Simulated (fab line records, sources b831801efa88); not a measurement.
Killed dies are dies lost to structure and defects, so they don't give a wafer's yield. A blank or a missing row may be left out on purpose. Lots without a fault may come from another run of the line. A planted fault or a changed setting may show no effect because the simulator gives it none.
Which tool did it? | flow sky130 | 11 lots, 33 wafers sampled, at 3 steps of a route of 708

WHAT THE GAUGES READ, wafer by wafer
SKY_METAL2_RS_MEAS_05: measures by four-point-probe.
lot  | measured     | on            | METAL2_ALCU_RS (ohm/sq)
L276 | day 34 04:16 | film_metro-03 | 0.1264 0.1237 0.1277
L277 | day 34 12:56 | film_metro-01 | 0.1282 0.1284 0.1247
L280 | day 35 18:11 | film_metro-03 | 0.1302 0.1272 0.1278
L286 | day 37 08:22 | film_metro-03 | 0.1262 0.1276 0.1279
L287 | day 37 13:39 | film_metro-01 | 0.1480 0.1274 0.1457
L288 | day 37 20:46 | film_metro-04 | 0.1439 0.1442 0.1268
L291 | day 38 15:08 | film_metro-04 | 0.1262 0.1251 0.1228
L294 | day 39 19:04 | film_metro-03 | 0.1262 0.1248 0.1257
L295 | day 39 23:43 | film_metro-01 | 0.1268 0.1272 0.1286
L298 | day 40 16:58 | film_metro-03 | 0.1276 0.1272 0.1272
L299 | day 40 23:28 | film_metro-04 | 0.1274 0.1272 0.1271

WHICH TOOL RAN EACH LOT (tool, then ch and the chambers of the sampled wafers, then the start)
lot  | SKY_METAL1_SPUTTER_04        | SKY_METAL2_SPUTTER_02
L276 | pvd_sputter-02, day 31 19:26 | pvd_sputter-04, day 34 04:08
L277 | pvd_sputter-03, day 32 00:33 | pvd_sputter-01, day 34 12:47
L280 | pvd_sputter-03, day 33 09:38 | pvd_sputter-03, day 35 18:06
L286 | pvd_sputter-03, day 35 01:26 | pvd_sputter-01, day 37 08:13
L287 | pvd_sputter-02, day 35 07:14 | pvd_sputter-01, day 37 13:34
L288 | pvd_sputter-03, day 35 14:32 | pvd_sputter-01, day 37 20:41
L291 | pvd_sputter-03, day 36 07:54 | pvd_sputter-03, day 38 15:01
L294 | pvd_sputter-03, day 37 12:12 | pvd_sputter-03, day 39 18:56
L295 | pvd_sputter-01, day 37 16:11 | pvd_sputter-04, day 39 23:38
L298 | pvd_sputter-01, day 38 10:34 | pvd_sputter-04, day 40 16:52
L299 | pvd_sputter-01, day 38 17:29 | pvd_sputter-01, day 40 23:23
- SKY_METAL1_SPUTTER_04: material TiN, target thk 70 nm, time 58.3 s.
- SKY_METAL2_SPUTTER_02: material AlCu, target thk 250 nm, time 13.3 s.

THE ANSWER, worked out from the rows above alone
Rule: what is usual is taken from the lots themselves. Put in order of their means at a reading, lots are off if they are a third of the lots or fewer, leave a main group of 4 or more, and stand apart from it by a gap of 3 or more times the standard deviation of the main group's means; of several such gaps the widest counts. A main group whose means are all the same, to the digits that the tables above print for the reading, isn't used. A lot without any number at a reading at which 4 lots or more have one is off too. The other lots that the step has rows for count as sound.
Off: L287, L288, at SKY_METAL2_RS_MEAS_05 (METAL2_ALCU_RS). The main group: mean 0.1268 ohm/sq, standard deviation 0.0011.
A tool fits if, at a process step before that reading, it ran every lot that is off, and no sound lot after the first of them. The gauges at SKY_METAL2_RS_MEAS_05 are tried like those tools. None of those tried fits.

WHAT THE SIMULATOR HAD PUT IN
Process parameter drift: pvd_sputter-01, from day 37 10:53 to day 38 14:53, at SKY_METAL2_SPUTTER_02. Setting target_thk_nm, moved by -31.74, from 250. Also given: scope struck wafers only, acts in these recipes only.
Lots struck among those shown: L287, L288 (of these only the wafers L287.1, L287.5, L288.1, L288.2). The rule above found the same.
